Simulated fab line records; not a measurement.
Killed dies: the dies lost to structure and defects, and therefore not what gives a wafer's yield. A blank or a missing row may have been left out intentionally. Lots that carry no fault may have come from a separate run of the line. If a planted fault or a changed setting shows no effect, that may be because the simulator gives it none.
fab line records + flow sky130
record:
- lots: 13
- wafers: 39
- lastDay: 50
route steps=708 shown LI_CONTACT@382 CONTACT@406 PAD_OPEN@708
lots with no fault: from the same line, run without faults
startH: hours from the record's opening day to when the first of the lot's shown wafers began + waitH: hours since the lot's step before + " unchanged from the row above + L1.1+2: several wafers, shown together as one row + - no value present, or no start provided + * or withheld: withheld + < > ~ a bound
route shown NAME@n: NAME is a module with steps in the file, n the number in the route of the first one + usual: the fault-free wafers' mean and standard deviation + same: alike in all rows + chamber/n: place in a boat + sites: readings site by site + _std_site: their standard deviation + _edge_site: inner sites' mean taken away from outer sites' mean + radiusMm: for every site, how far away it sits from the centre of the wafer + mask NAME#n: copy n + behind: the tool/chamber that last shaped the wafer + hold: what put the lot on hold/how long, in hours/how the hold closed + device: which transistor (n, p or np) failed to switch + end of line: at the end of the route, the tests of the same wafers + a step given without rows: its recipe and nothing more + killed: not the wafer's yield, but the dies lost to structure and defects at the first sort + map: a wafer's dies, marking killed ones x, the rest . and places with no die _
set.NAME: the setting the step ran with; set.NAME@STEP: the setting that earlier step ran with + model.NAME: the simulator's own value behind a step, which no gauge read
one table for each step of the route and one row for each wafer, over a sample of lots
services: the hour from which a tool's chamber was out of use, counted from the record's first day as startH (under 0 if before that day), plus the number of hours and why
== steps ==
step: SKY_LI_CONTACT_SPUTTER_20
recipe:
- material: TiN
- targetThkNm: 20
- chamberPressurePa: 5
- powerW: 4000
- timeS: 80
usual:
- throttleValvePct: 30.2/1
| lot.wafer | tool          | chamber | startH | waitH | throttleValvePct |
|-----------|---------------|---------|--------|-------|------------------|
| L828.2    | pvdSputter-03 | -       | 671.44 | 0.0   | 29.5             |
| L828.3    | "             | -       | "      | "     | 29.5             |
| L828.5    | "             | -       | "      | "     | 29.5             |
| L831.2    | pvdSputter-01 | -       | 702.61 | 0.0   | 30.7             |
| L831.4    | "             | -       | "      | "     | 29.2             |
| L831.5    | "             | -       | "      | "     | 30.7             |
| L833.1    | pvdSputter-01 | -       | 719.31 | 0.0   | 29.3             |
| L833.4    | "             | -       | "      | "     | 28.6             |
| L833.6    | "             | -       | "      | "     | 31.5             |
| L834.1    | pvdSputter-02 | -       | 730.63 | 0.0   | 31.4             |
| L834.4    | "             | -       | "      | "     | 31.3             |
| L834.6    | "             | -       | "      | "     | 31.2             |
| L835.2    | pvdSputter-03 | -       | 737.39 | 0.0   | 30.6             |
| L835.4    | "             | -       | "      | "     | 29.1             |
| L835.5    | "             | -       | "      | "     | 29.6             |
| L836.2    | pvdSputter-01 | -       | 743.33 | 0.0   | 29.2             |
| L836.5    | "             | -       | "      | "     | 29.1             |
| L836.6    | "             | -       | "      | "     | 31.3             |
| L837.2    | pvdSputter-01 | -       | 756.11 | 0.0   | 30.5             |
| L837.4    | "             | -       | "      | "     | 31.3             |
| L837.6    | "             | -       | "      | "     | 28.4             |
| L843.1    | pvdSputter-01 | -       | 795.35 | 0.0   | 29.0             |
| L843.2    | "             | -       | "      | "     | 31.3             |
| L843.3    | "             | -       | "      | "     | 28.7             |
| L846.1    | pvdSputter-01 | -       | 815.41 | 0.0   | 30.8             |
| L846.3    | "             | -       | "      | "     | 29.0             |
| L846.6    | "             | -       | "      | "     | 31.3             |
| L849.1    | pvdSputter-02 | -       | 837.06 | 0.0   | 31.3             |
| L849.4    | "             | -       | "      | "     | 29.7             |
| L849.6    | "             | -       | "      | "     | 31.4             |
| L848.1    | pvdSputter-03 | -       | 846.28 | 0.0   | 30.5             |
| L848.3    | "             | -       | "      | "     | 29.2             |
| L848.5    | "             | -       | "      | "     | 29.8             |
| L850.2    | pvdSputter-02 | -       | 852.74 | 0.0   | 31.3             |
| L850.5    | "             | -       | "      | "     | 31.4             |
| L850.6    | "             | -       | "      | "     | 31.4             |
| L851.2    | pvdSputter-01 | -       | 856.88 | 0.0   | 31.3             |
| L851.3    | "             | -       | "      | "     | 30.7             |
| L851.4    | "             | -       | "      | "     | 30.5             |
step: SKY_CONTACT_CVD_00
recipe:
- material: Si3N4
- targetThkNm: 75
- tempC: 400
- timeS: withheld
- rfW: 450
usual:
- heaterPowerW: 686/89
| lot.wafer | tool     | chamber | startH | waitH | heaterPowerW |
|-----------|----------|---------|--------|-------|--------------|
| L828.2    | pecvd-04 | 1       | 701.81 | 0.0   | 793          |
| L828.3    | "        | 0       | "      | "     | 509          |
| L828.5    | "        | 0       | "      | "     | 496          |
| L831.2    | pecvd-04 | 0       | 731.82 | 0.0   | 562          |
| L831.4    | "        | 1       | "      | "     | 711          |
| L831.5    | "        | 2       | "      | "     | 576          |
| L833.1    | pecvd-02 | 0       | 748.50 | 0.0   | 685          |
| L833.4    | "        | 2       | "      | "     | 706          |
| L833.6    | "        | 0       | "      | "     | 683          |
| L834.1    | pecvd-01 | 2       | 759.15 | 0.0   | 641          |
| L834.4    | "        | 2       | "      | "     | 646          |
| L834.6    | "        | 1       | "      | "     | 678          |
| L835.2    | pecvd-01 | 2       | 766.08 | 0.0   | 632          |
| L835.4    | "        | 0       | "      | "     | 906          |
| L835.5    | "        | 1       | "      | "     | 708          |
| L836.2    | pecvd-02 | 2       | 772.40 | 0.0   | 746          |
| L836.5    | "        | 0       | "      | "     | 722          |
| L836.6    | "        | 1       | "      | "     | 739          |
| L837.2    | pecvd-02 | 1       | 785.15 | 0.0   | 727          |
| L837.4    | "        | 2       | "      | "     | 780          |
| L837.6    | "        | 0       | "      | "     | 734          |
| L843.1    | pecvd-02 | 0       | 823.44 | 0.0   | 737          |
| L843.2    | "        | 2       | "      | "     | 691          |
| L843.3    | "        | 0       | "      | "     | 745          |
| L846.1    | pecvd-01 | 1       | 843.39 | 0.0   | 706          |
| L846.3    | "        | 2       | "      | "     | 564          |
| L846.6    | "        | 2       | "      | "     | 565          |
| L849.1    | pecvd-01 | 2       | 865.00 | 0.0   | 652          |
| L849.4    | "        | 0       | "      | "     | 860          |
| L849.6    | "        | 2       | "      | "     | 641          |
| L848.1    | pecvd-01 | 1       | 875.44 | 0.0   | 723          |
| L848.3    | "        | 2       | "      | "     | 591          |
| L848.5    | "        | 0       | "      | "     | 879          |
| L850.2    | pecvd-02 | 0       | 881.00 | 0.0   | 685          |
| L850.5    | "        | 0       | "      | "     | 690          |
| L850.6    | "        | 1       | "      | "     | 705          |
| L851.2    | pecvd-04 | 0       | 884.82 | 0.0   | 600          |
| L851.3    | "        | 1       | "      | "     | 796          |
| L851.4    | "        | 0       | "      | "     | 600          |
step: SKY_CONTACT_SOFTBAKE_10
recipe:
- tempC: 100
- timeS: 90
- resist: KrF-thick
usual:
- exhaustPa: 45.1/0.83
- heaterPowerTotalW: 57.37/0.12
- plateTempC: 100.01/0.11
- runLengthS: 119.07/0.25
| lot.wafer | tool          | chamber | startH | waitH | exhaustPa | heaterPowerTotalW | plateTempC | runLengthS |
|-----------|---------------|---------|--------|-------|-----------|-------------------|------------|------------|
| L828.2    | lithoTrack-04 | 0       | 715    | -     | 45.5      | 57.56             | 100.01     | 118.89     |
| L828.3    | "             | 0       | "      | "     | 45.9      | 57.32             | 99.90      | 118.87     |
| L828.5    | "             | 0       | "      | "     | 45.7      | 57.52             | 99.98      | 118.73     |
| L831.2    | lithoTrack-01 | 0       | 745    | -     | 45.1      | 57.22             | 100.05     | 118.83     |
| L831.4    | "             | 0       | "      | "     | 45.2      | 57.22             | 99.98      | 119.02     |
| L831.5    | "             | 0       | "      | "     | 44.8      | 57.27             | 100.17     | 119.02     |
| L833.1    | lithoTrack-02 | 0       | 762    | -     | 44.8      | 57.28             | 99.73      | 119.39     |
| L833.4    | "             | 0       | "      | "     | 44.4      | 57.23             | 99.87      | 119.29     |
| L833.6    | "             | 0       | "      | "     | 44.4      | 57.50             | 99.84      | 119.38     |
| L834.1    | lithoTrack-04 | 0       | 773    | -     | 44.4      | 57.42             | 100.06     | 118.76     |
| L834.4    | "             | 0       | "      | "     | 46.7      | 57.53             | 100.01     | 118.84     |
| L834.6    | "             | 0       | "      | "     | 44.3      | 57.28             | 99.88      | 119.06     |
| L835.2    | lithoTrack-04 | 0       | 779    | -     | 44.7      | 57.38             | 99.91      | 118.88     |
| L835.4    | "             | 0       | 780    | -     | 44.8      | 57.39             | 99.97      | 118.88     |
| L835.5    | "             | 0       | "      | "     | 45.5      | 57.23             | 100.03     | 119.12     |
| L836.2    | lithoTrack-04 | 0       | 786    | -     | 45.0      | 57.45             | 99.92      | 118.95     |
| L836.5    | "             | 0       | "      | "     | 44.6      | 57.55             | 99.98      | 118.87     |
| L836.6    | "             | 0       | "      | "     | 44.1      | 57.22             | 100.06     | 118.76     |
| L837.2    | lithoTrack-02 | 0       | 798    | -     | 43.7      | 57.39             | 100.01     | 119.28     |
| L837.4    | "             | 0       | "      | "     | 44.3      | 57.50             | 100.06     | 119.44     |
| L837.6    | "             | 0       | "      | "     | 43.6      | 57.33             | 100.13     | 119.44     |
| L843.1    | lithoTrack-04 | 0       | 837    | -     | 45.3      | 62.05             | -          | 99.73      |
| L843.2    | "             | 0       | "      | "     | 45.8      | 62.08             | -          | 99.88      |
| L843.3    | "             | 0       | "      | "     | 45.5      | 61.96             | -          | 99.54      |
| L846.1    | lithoTrack-04 | 0       | 856    | -     | 45.0      | 62.08             | -          | 99.53      |
| L846.3    | "             | 0       | 857    | -     | 44.5      | 61.97             | -          | 99.57      |
| L846.6    | "             | 0       | "      | "     | 46.2      | 61.97             | -          | 99.65      |
| L849.1    | lithoTrack-01 | 0       | 878    | -     | 44.9      | 57.23             | 100.27     | 119.08     |
| L849.4    | "             | 0       | "      | "     | 43.3      | 57.29             | 100.13     | 118.96     |
| L849.6    | "             | 0       | "      | "     | 43.6      | 57.49             | 100.12     | 118.94     |
| L848.1    | lithoTrack-02 | 0       | 888    | -     | 46.1      | 57.35             | 100.09     | 119.53     |
| L848.3    | "             | 0       | "      | "     | 45.6      | 57.54             | 99.90      | 119.28     |
| L848.5    | "             | 0       | "      | "     | 44.8      | 57.26             | 99.91      | 119.36     |
| L850.2    | lithoTrack-01 | 0       | 894    | -     | 44.8      | 57.34             | 99.93      | 119.00     |
| L850.5    | "             | 0       | "      | "     | 44.8      | 57.37             | 100.16     | 118.78     |
| L850.6    | "             | 0       | "      | "     | 45.2      | 57.37             | 99.96      | 118.84     |
| L851.2    | lithoTrack-01 | 0       | 898    | -     | 46.1      | 57.31             | 100.08     | 118.93     |
| L851.3    | "             | 0       | "      | "     | 44.6      | 57.41             | 100.05     | 118.80     |
| L851.4    | "             | 0       | "      | "     | 46.3      | 57.36             | 100.17     | 118.98     |
step: SKY_CONTACT_CD_MEAS_14
recipe:
- targetCdNm: 170
usual:
- cdNm: 169.6/1.6
| lot.wafer | tool     | chamber | startH | waitH | cdNm  |
|-----------|----------|---------|--------|-------|-------|
| L828.2    | cdSem-02 | -       | 729.76 | -     | 171.9 |
| L828.3    | "        | -       | "      | "     | 170.9 |
| L828.5    | "        | -       | "      | "     | 171.7 |
| L831.2    | cdSem-02 | -       | 759.32 | -     | 170.8 |
| L831.4    | "        | -       | "      | "     | 172.0 |
| L831.5    | "        | -       | "      | "     | 172.5 |
| L833.1    | cdSem-02 | -       | 775.85 | -     | 171.5 |
| L833.4    | "        | -       | "      | "     | 171.2 |
| L833.6    | "        | -       | "      | "     | 170.0 |
| L834.1    | cdSem-01 | -       | 786.72 | -     | 168.6 |
| L834.4    | "        | -       | "      | "     | 170.7 |
| L834.6    | "        | -       | "      | "     | 168.9 |
| L835.2    | cdSem-01 | -       | 793.46 | -     | 171.1 |
| L835.4    | "        | -       | "      | "     | 169.4 |
| L835.5    | "        | -       | "      | "     | 171.1 |
| L836.2    | cdSem-02 | -       | 798.79 | -     | 171.1 |
| L836.5    | "        | -       | "      | "     | 171.4 |
| L836.6    | "        | -       | "      | "     | 170.4 |
| L837.2    | cdSem-02 | -       | 811.69 | -     | 171.6 |
| L837.4    | "        | -       | "      | "     | 169.5 |
| L837.6    | "        | -       | "      | "     | 169.5 |
| L843.1    | cdSem-01 | -       | 850.64 | -     | 167.0 |
| L843.2    | "        | -       | "      | "     | 169.9 |
| L843.3    | "        | -       | "      | "     | 168.3 |
| L846.1    | cdSem-02 | -       | 869.86 | -     | 171.0 |
| L846.3    | "        | -       | "      | "     | 169.7 |
| L846.6    | "        | -       | "      | "     | 167.7 |
| L849.1    | cdSem-01 | -       | 891.26 | -     | 171.2 |
| L849.4    | "        | -       | "      | "     | 169.8 |
| L849.6    | "        | -       | "      | "     | 168.0 |
| L848.1    | cdSem-01 | -       | 900.94 | -     | 166.0 |
| L848.3    | "        | -       | "      | "     | 166.6 |
| L848.5    | "        | -       | "      | "     | 165.7 |
| L850.2    | cdSem-01 | -       | 906.74 | -     | 168.5 |
| L850.5    | "        | -       | "      | "     | 168.9 |
| L850.6    | "        | -       | "      | "     | 169.1 |
| L851.2    | cdSem-01 | -       | 910.76 | -     | 170.7 |
| L851.3    | "        | -       | "      | "     | 170.9 |
| L851.4    | "        | -       | "      | "     | 171.6 |
step: SKY_PAD_OPEN_PROBE_99
usual:
- killed_at_M0_to_M3: 44/7.3
- killed_at_M4_up: 3.5/1.8
- killedAtContacts: 24/5.8
- killedAtFrontEnd: 16/4.3
- killedAtOther: 0.5/0.68
- killedDies: 88/9.4
- killedOpen: 48/6.8
- killedShort: 40/6.1
same:
- grossDies: 492
- killedAtBackSide: 0
| lot.wafer | tool      | chamber | startH  | waitH | killed_at_M0_to_M3 | killed_at_M4_up | killedAtContacts | killedAtFrontEnd | killedAtOther | killedDies | killedOpen | killedShort |
|-----------|-----------|---------|---------|-------|--------------------|-----------------|------------------|------------------|---------------|------------|------------|-------------|
| L831.2    | prober-01 | -       | 1095.38 | 0.1   | 62                 | 6               | 18               | 13               | 0             | 99         | 54         | 44          |
| L831.4    | prober-01 | -       | 1095.48 | 0.2   | 30                 | 3               | 18               | 19               | 0             | 70         | 39         | 30          |
| L831.5    | prober-01 | -       | 1095.53 | 0.2   | 41                 | 3               | 22               | 23               | 0             | 89         | 52         | 37          |
| L833.1    | prober-01 | -       | 1105.62 | 0.1   | 38                 | 4               | 12               | 16               | 1             | 71         | 43         | 27          |
| L833.4    | prober-01 | -       | 1105.77 | 0.2   | 28                 | 2               | 26               | 15               | 1             | 72         | 45         | 27          |
| L833.6    | prober-01 | -       | 1105.87 | 0.2   | 45                 | 3               | 26               | 11               | 0             | 85         | 43         | 42          |
| L835.2    | prober-01 | -       | 1121.91 | 0.1   | 47                 | 3               | 14               | 21               | 0             | 85         | 43         | 42          |
| L835.4    | prober-01 | -       | 1122.01 | 0.2   | 43                 | 3               | 21               | 14               | 3             | 84         | 44         | 39          |
| L835.5    | prober-01 | -       | 1122.06 | 0.2   | 43                 | 4               | 19               | 17               | 0             | 83         | 41         | 41          |
| L836.2    | prober-02 | -       | 1125.32 | 0.1   | 41                 | 2               | 13               | 16               | 1             | 73         | 39         | 34          |
| L836.5    | prober-02 | -       | 1125.47 | 0.2   | 35                 | 4               | 28               | 21               | 0             | 88         | 51         | 37          |
| L836.6    | prober-02 | -       | 1125.52 | 0.2   | 48                 | 4               | 19               | 14               | 1             | 86         | 44         | 42          |
| L846.1    | prober-01 | -       | 1174.07 | 0.1   | 42                 | 3               | 16               | 22               | 0             | 83         | 44         | 38          |
| L846.3    | prober-01 | -       | 1174.17 | 0.2   | 30                 | 3               | 24               | 24               | 0             | 81         | 48         | 31          |
| L846.6    | prober-01 | -       | 1174.32 | 0.2   | 49                 | 2               | 22               | 18               | 1             | 92         | 47         | 45          |
| L849.1    | prober-02 | -       | 1187.72 | 0.1   | 57                 | 5               | 26               | 13               | 0             | 101        | 65         | 36          |
| L849.4    | prober-02 | -       | 1187.87 | 0.2   | 47                 | 4               | 24               | 22               | 0             | 97         | 56         | 41          |
| L849.6    | prober-02 | -       | 1187.97 | 0.2   | 37                 | 3               | 20               | 14               | 0             | 74         | 47         | 27          |
| L848.1    | prober-01 | -       | 1195.28 | 0.1   | 43                 | 4               | 35               | 12               | 0             | 94         | 52         | 42          |
| L848.3    | prober-01 | -       | 1195.38 | 0.2   | 40                 | 3               | 18               | 19               | 0             | 80         | 49         | 31          |
| L848.5    | prober-01 | -       | 1195.48 | 0.2   | 40                 | 3               | 28               | 4                | 0             | 75         | 42         | 32          |
| L850.2    | prober-02 | -       | 1198.10 | 0.1   | 41                 | 2               | 26               | 16               | 1             | 86         | 52         | 32          |
| L850.5    | prober-02 | -       | 1198.25 | 0.2   | 50                 | 4               | 24               | 12               | 0             | 90         | 53         | 37          |
| L850.6    | prober-02 | -       | 1198.30 | 0.2   | 59                 | 5               | 30               | 19               | 3             | 116        | 62         | 51          |
killed by level:class
L831.2 VIA1:geometricParticle:open=14 VIA3:geometricParticle:open=14 METAL1:geometricParticle:short=12 CONTACT:geometricParticle:open=8 VIA1:geometricParticle:short=6 POLY_GATE:geometricParticle:short=5 METAL2:geometricParticle:short=5 CONTACT:geometricParticle:short=4
L831.4 CONTACT:geometricParticle:open=7 FIELD_ISO:geometricParticle:open=6 VIA1:geometricParticle:open=6 CONTACT:geometricParticle:short=4 LI_CONTACT:geometricParticle:open=4 VIA3:geometricParticle:open=4 FIELD_ISO:geometricParticle:short=3 POLY_GATE:geometricParticle:open=3
L831.5 VIA3:geometricParticle:open=9 FIELD_ISO:geometricParticle:open=8 CONTACT:geometricParticle:open=8 LI_CONTACT:geometricParticle:open=7 VIA2:geometricParticle:open=7 VIA1:geometricParticle:open=5 METAL2:geometricParticle:short=5 POLY_GATE:geometricParticle:short=4
L833.1 VIA2:geometricParticle:open=9 VIA3:geometricParticle:open=7 CONTACT:geometricParticle:open=6 VIA1:geometricParticle:open=5 FIELD_ISO:geometricParticle:open=4 FIELD_ISO:geometricParticle:short=3 LI_CONTACT:geometricParticle:open=3 POLY_GATE:geometricParticle:open=3
L833.4 CONTACT:geometricParticle:open=12 LI_CONTACT:geometricParticle:open=7 VIA1:geometricParticle:open=7 FIELD_ISO:geometricParticle:open=5 VIA3:geometricParticle:open=5 VIA2:geometricParticle:open=4 SPACER:geometricParticle:short=3 LOCAL_INTERCONNECT:geometricParticle:short=3
L833.6 CONTACT:geometricParticle:open=8 VIA1:geometricParticle:open=8 LI_CONTACT:geometricParticle:open=7 VIA1:geometricParticle:short=7 METAL2:geometricParticle:short=7 METAL1:geometricParticle:short=6 POLY_GATE:geometricParticle:open=5 CONTACT:geometricParticle:short=5
L835.2 VIA1:geometricParticle:open=10 METAL2:geometricParticle:short=7 FIELD_ISO:geometricParticle:open=6 VIA1:geometricParticle:short=6 CONTACT:geometricParticle:open=6 VIA2:geometricParticle:open=5 METAL1:geometricParticle:short=5 VIA3:geometricParticle:open=5
L835.4 VIA1:geometricParticle:open=10 LI_CONTACT:geometricParticle:open=9 METAL2:geometricParticle:short=6 POLY_GATE:geometricParticle:open=5 VIA3:geometricParticle:open=5 METAL3:geometricParticle:short=5 LI_CONTACT:geometricParticle:short=4 LOCAL_INTERCONNECT:geometricParticle:short=4
L835.5 VIA1:geometricParticle:open=9 VIA2:geometricParticle:open=6 METAL2:geometricParticle:short=5 LI_CONTACT:geometricParticle:open=5 LOCAL_INTERCONNECT:geometricParticle:short=5 METAL1:geometricParticle:short=5 FIELD_ISO:geometricParticle:short=4 CONTACT:geometricParticle:open=4
L836.2 VIA1:geometricParticle:open=8 VIA3:geometricParticle:open=5 CONTACT:geometricParticle:open=5 VIA2:geometricParticle:open=5 FIELD_ISO:geometricParticle:open=4 POLY_GATE:geometricParticle:open=4 LOCAL_INTERCONNECT:geometricParticle:short=4 VIA1:geometricParticle:short=4
L836.5 CONTACT:geometricParticle:open=12 LI_CONTACT:geometricParticle:open=8 FIELD_ISO:geometricParticle:short=7 VIA1:geometricParticle:open=7 FIELD_ISO:geometricParticle:open=6 METAL1:geometricParticle:short=6 VIA2:geometricParticle:open=5 VIA3:geometricParticle:open=5
L836.6 VIA1:geometricParticle:open=13 METAL1:geometricParticle:short=8 LI_CONTACT:geometricParticle:open=6 METAL3:geometricParticle:short=5 VIA3:geometricParticle:open=5 FIELD_ISO:geometricParticle:short=4 VIA3:geometricParticle:short=4 CONTACT:geometricParticle:open=4
L846.1 VIA1:geometricParticle:open=9 FIELD_ISO:geometricParticle:open=7 POLY_GATE:geometricParticle:short=6 CONTACT:geometricParticle:open=6 VIA3:geometricParticle:open=6 LI_CONTACT:geometricParticle:open=5 VIA1:geometricParticle:short=5 VIA2:geometricParticle:short=5
L846.3 CONTACT:geometricParticle:open=11 FIELD_ISO:geometricParticle:short=9 VIA1:geometricParticle:open=7 LI_CONTACT:geometricParticle:open=6 FIELD_ISO:geometricParticle:open=5 VIA3:geometricParticle:open=5 METAL2:geometricParticle:open=4 POLY_GATE:geometricParticle:short=3
L846.6 VIA1:geometricParticle:open=13 CONTACT:geometricParticle:open=11 LI_CONTACT:geometricParticle:open=6 METAL1:geometricParticle:short=5 VIA3:geometricParticle:short=5 VIA1:geometricParticle:short=5 METAL2:geometricParticle:short=5 FIELD_ISO:geometricParticle:short=4
L849.1 CONTACT:geometricParticle:open=11 VIA1:geometricParticle:open=11 VIA1:geometricParticle:short=10 VIA3:geometricParticle:open=10 LI_CONTACT:geometricParticle:open=8 VIA2:geometricParticle:open=8 POLY_GATE:geometricParticle:open=6 VIA2:geometricParticle:short=6
L849.4 VIA1:geometricParticle:open=10 FIELD_ISO:geometricParticle:open=8 CONTACT:geometricParticle:open=8 VIA2:geometricParticle:open=8 LI_CONTACT:geometricParticle:open=6 METAL2:geometricParticle:short=6 VIA3:geometricParticle:open=6 POLY_GATE:geometricParticle:short=4
L849.6 CONTACT:geometricParticle:open=10 VIA1:geometricParticle:open=10 LI_CONTACT:geometricParticle:open=6 FIELD_ISO:geometricParticle:short=5 METAL3:geometricParticle:short=4 METAL1:geometricParticle:short=4 VIA1:geometricParticle:short=4 VIA2:geometricParticle:open=4
L848.1 VIA1:geometricParticle:open=13 LI_CONTACT:geometricParticle:open=12 CONTACT:geometricParticle:open=8 CONTACT:geometricParticle:short=7 METAL2:geometricParticle:short=7 FIELD_ISO:geometricParticle:open=6 LI_CONTACT:geometricParticle:short=5 METAL3:geometricParticle:short=5
L848.3 VIA1:geometricParticle:open=10 CONTACT:geometricParticle:open=7 FIELD_ISO:geometricParticle:open=6 METAL1:geometricParticle:short=6 FIELD_ISO:geometricParticle:short=5 LI_CONTACT:geometricParticle:open=5 VIA2:geometricParticle:open=5 METAL2:geometricParticle:open=4
L848.5 VIA1:geometricParticle:open=10 CONTACT:geometricParticle:open=10 LI_CONTACT:geometricParticle:open=8 METAL1:geometricParticle:short=7 LOCAL_INTERCONNECT:geometricParticle:short=6 METAL2:geometricParticle:short=5 VIA2:geometricParticle:open=5 VIA3:geometricParticle:open=4
L850.2 VIA1:geometricParticle:open=15 CONTACT:geometricParticle:open=9 LI_CONTACT:geometricParticle:open=7 CONTACT:geometricParticle:short=6 POLY_GATE:geometricParticle:open=4 METAL1:geometricParticle:short=4 METAL2:geometricParticle:short=4 VIA2:geometricParticle:open=4
L850.5 LI_CONTACT:geometricParticle:open=10 VIA2:geometricParticle:open=10 VIA1:geometricParticle:open=8 VIA3:geometricParticle:open=8 CONTACT:geometricParticle:open=6 VIA1:geometricParticle:short=5 METAL2:geometricParticle:short=4 LOCAL_INTERCONNECT:geometricParticle:short=4
L850.6 VIA1:geometricParticle:open=15 VIA3:geometricParticle:open=12 LI_CONTACT:geometricParticle:open=8 CONTACT:geometricParticle:open=7 CONTACT:geometricParticle:short=7 VIA1:geometricParticle:short=7 FIELD_ISO:geometricParticle:open=6 LI_CONTACT:geometricParticle:short=6
== services ==
| tool          | chamber | startH | hours | kind                         |
|---------------|---------|--------|-------|------------------------------|
| pecvd-01      | -       | 649.38 | 1.5   | repair                       |
| pvdSputter-02 | -       | 652.09 | 2.5   | repair                       |
| pvdSputter-01 | -       | 653.49 | 0.6   | repair                       |
| pecvd-04      | -       | 664.96 | 1.0   | repair                       |
| pecvd-02      | 1       | 669.86 | 2.1   | scheduledDown                |
| pvdSputter-01 | -       | 708.76 | 3.0   | repair                       |
| pecvd-02      | -       | 740.63 | 0.4   | repair                       |
| pvdSputter-02 | -       | 756.65 | 1.0   | repair                       |
| pecvd-04      | -       | 774.75 | 5.5   | pm                           |
| pvdSputter-02 | -       | 785.65 | 0.6   | repair                       |
| pecvd-02      | 0       | 789.79 | 11.9  | repair                       |
| lithoTrack-04 | -       | 793.79 | -     | consumableReplace:filter     |
| pvdSputter-03 | -       | 801.14 | 1.0   | repair                       |
| pecvd-02      | -       | 806.49 | 5.5   | pm                           |
| pecvd-01      | 0       | 810.73 | 5.5   | scheduledDown                |
| pecvd-02      | -       | 816.14 | 2.8   | pm                           |
| pecvd-02      | 1       | 818.89 | -     | clean                        |
| pecvd-02      | 1       | 818.89 | -     | consumableReplace:showerhead |
| pecvd-02      | 1       | 818.89 | 29.0  | scheduledDown                |
| pvdSputter-03 | -       | 819.52 | 11.9  | repair                       |
| pecvd-01      | 0       | 821.10 | 5.4   | repair                       |
| pecvd-04      | -       | 821.93 | 22.3  | repair                       |
| pvdSputter-03 | -       | 847.56 | 12.9  | repair                       |
| pecvd-01      | -       | 860.02 | 1.3   | repair                       |
== key ==
firstSign:
- step: SKY_CONTACT_SOFTBAKE_10
- reading: runLengthS
- direction: down
- sigmas: 78
- usual: *
- struck: *
effect:
- step: SKY_CONTACT_SOFTBAKE_10
- reading: heaterPowerTotalW
- direction: up
- sigmas: 39
- usual: *
- struck: *
metAt SKY_CONTACT_SOFTBAKE_10
struckLots L843,L846
testerLeftOut L843,L846
loopTrim:
- step: SKY_CONTACT_EXPOSE_11
- setting: dose
- lots: L846
notActingAt SKY_LI_CONTACT_SPUTTER_20,SKY_CONTACT_CVD_00,SKY_CONTACT_CD_MEAS_14
onsetBetween 786 837
fault:
- kind: processParameterDrift
- tool: lithoTrack-04
- chamber: -
- onsetH: 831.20
- steps: SKY_CONTACT_SOFTBAKE_10
- channel: timeS
- offset: *
- shape: step
- endH: 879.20
- actsIn: *
- stated: *
testerLeftOut: of these lots the tester's yield and bins aren't shown, on N5 and GAA mostly nor the transistor test; their killed dies are dies lost to structure and defects alone, not to doping, threshold or leakage, so they don't give the yield
loopTrim: a control loop set the setting to another value than it would have without faults
